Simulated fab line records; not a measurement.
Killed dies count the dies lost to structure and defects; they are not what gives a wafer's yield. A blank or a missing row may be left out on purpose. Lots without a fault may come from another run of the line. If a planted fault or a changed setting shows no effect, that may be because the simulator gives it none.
Chamber matching | flow gf180mcu | 4 sister chambers for GF_V4_CMP_04 on cmp-02
The step polishes SiO2. 4 wafers are shown with their chamber, then 7 later ones without.

EACH WAFER AND ITS CHAMBER
wafer  | chamber | motor-current-A (A)
L493.6 | 2       | 12.5
L496.5 | 3       | 12.2
L497.1 | 0       | 10.5
L497.3 | 1       | 12.8

WAFERS WHOSE CHAMBER IS MISSING
wafer  | motor-current-A (A)
L497.4 | 12.4
L500.1 | 12.3
L500.2 | 12.3
L500.3 | 10.2
L501.1 | 10.8
L501.2 | 13.0
L501.5 | 13.6

WHICH CHAMBER EACH WENT THROUGH
wafer  | from the rows above          | in truth
L497.4 | can't be placed: 2 or 3 or 1 | 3
L500.1 | can't be placed: 3 or 2 or 1 | 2
L500.2 | can't be placed: 3 or 2 or 1 | 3
L500.3 | 0                            | 0
L501.1 | 0                            | 0
L501.2 | can't be placed: 1 or 2 or 3 | 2
L501.5 | can't be placed: 1 or 2 or 3 | 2
Correctly placed: 2 of 7. Can't be placed from these rows: 5 (the true chamber is among the candidates in 5). Wrongly placed: 0.
How it was worked out, from the rows above alone: a wafer's distance from a chamber is the root of the sum, over the readings, of the square of ((its reading less the chamber's mean) divided by the reading's scatter). The wafer belongs to the nearest chamber; if the next one is less than 2 further off, it can't be placed. For every chamber, the mean is computed from those of its wafers that are shown. The scatter (one wafer shown for each chamber): square how far every hidden wafer sits from the nearest shown wafer, average those squares and take the square root.
